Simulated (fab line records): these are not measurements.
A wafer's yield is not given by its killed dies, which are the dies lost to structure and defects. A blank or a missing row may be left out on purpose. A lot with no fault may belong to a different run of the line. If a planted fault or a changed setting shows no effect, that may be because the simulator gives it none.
Code-filled problem report in 8D (eight disciplines) form ; flow gf180mcu ; the parts of the form that need people (team, actions taken, sign-off) are left out

## 1. PROBLEM STATEMENT
Wafers free of any fault read 0.3267 ohm/sq (standard deviation 0.0029) for V3_W_RS at GF_V3_RS_MEAS_24, against a mean of 0.2828 ohm/sq on 9 wafers of 3 lots. Measured from the usual mean, that is -15 standard deviations.
The step: measures by four-point-probe.
First seen on wafer L558.4, day 26 00:29, on film metro-04. Wafers with a number at this step in the record: 33, from 11 lots. Rule for "out", or "out of limits": more than 4 standard deviations from the usual mean. The other wafers with a number count as sound.

## 2. WHAT IT IS; WHAT IT IS NOT
question;is;is not
which readings at this step;V3_W_RS;-
which lots;L558, L559, L561;L548, L549, L552, L553, L566, L568, L570, L571
which wafers of those lots;all that have a number;-
read on which gauges;film metro-01, film metro-02, film metro-04;-
when;from day 26 00:29;"up to then (12 sound wafers); but 12 sound wafers of L566, L568, L570, L571 came after"

## 3. THE SUSPECTS, EACH WITH WHAT RULES IT OUT
Counting: any tool at a process step up to the reading is kept as a suspect provided that every lot that is out went through it and no sound lot did after the first of them.
- ruled out: the gauge at GF_V3_RS_MEAS_24. The wafers that are out were read on 3 gauges (film metro-01, film metro-02, film metro-04).
- cvd w-02 at GF_V3_CVD_23 (deposits W, target thk 350 nm, time 104.9 s): kept. Every lot that is out went through it, starting with L558 (day 26 00:22), and after that it ran no sound lot; the last sound lot it ran before then is L553 (day 24 13:53). On those wafers its own readings are out: susceptor temp C.
Left after counting: cvd w-02 at GF_V3_CVD_23.

## 4. THE CAUSE (what the simulator had put in)
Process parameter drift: cvd w-02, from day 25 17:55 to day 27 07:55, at GF_V3_CVD_23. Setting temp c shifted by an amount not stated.
Only this tool survived the counting.

## 5. SEQUENCE OF EFFECTS, ordered by route
One row per reading whose mean, taken over the struck wafers that have a number, lies over 3 standard deviations from the usual. Only readings for which the record gives a usual standard deviation are gone through. hours: the time from each lot's start at the first step in this table that gives one to its start at this step, as a median over the lots. sigmas: the change in usual standard deviations.
hours;step;reading;usual;on struck wafers;change;sigmas
0;GF_V3_CVD_23;susceptor temp C;400.03 C;408.27;+8.24;+36
0;GF_V3_RS_MEAS_24;V3_W_RS;0.3267 ohm/sq;0.2828;-0.0439;-15
0;GF_V3_THK_MEAS_25;V3_W_THK;353 nm;407;+54;+14
0;GF_V3_CMP_26;time to endpoint s;83 s;97;+14;+3.6
It contains these process steps:
- GF_V3_CVD_23: deposits W, target thk 350 nm, time 104.9 s.
- GF_V3_CMP_26: polishes, stops on SiO2, t overpolish 15 s, target thk 0 nm.

## 6. WHAT WOULD HAVE CAUGHT IT SOONER
7 hours passed between the start of the fault at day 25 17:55 and the first reading out of limits at a measuring or inspecting step in this record, taken at day 26 00:29.
At GF_V3_CVD_23, the tool's own readings (susceptor temp C) were out on each struck wafer the step has a row for, so an alarm limit on them would have fired on the first such wafer.
L559, L561, from the lots that are out (3), started GF_V3_CVD_23 on cvd w-02 later than day 26 00:29. A hold on the tool at that time would have spared those 2.
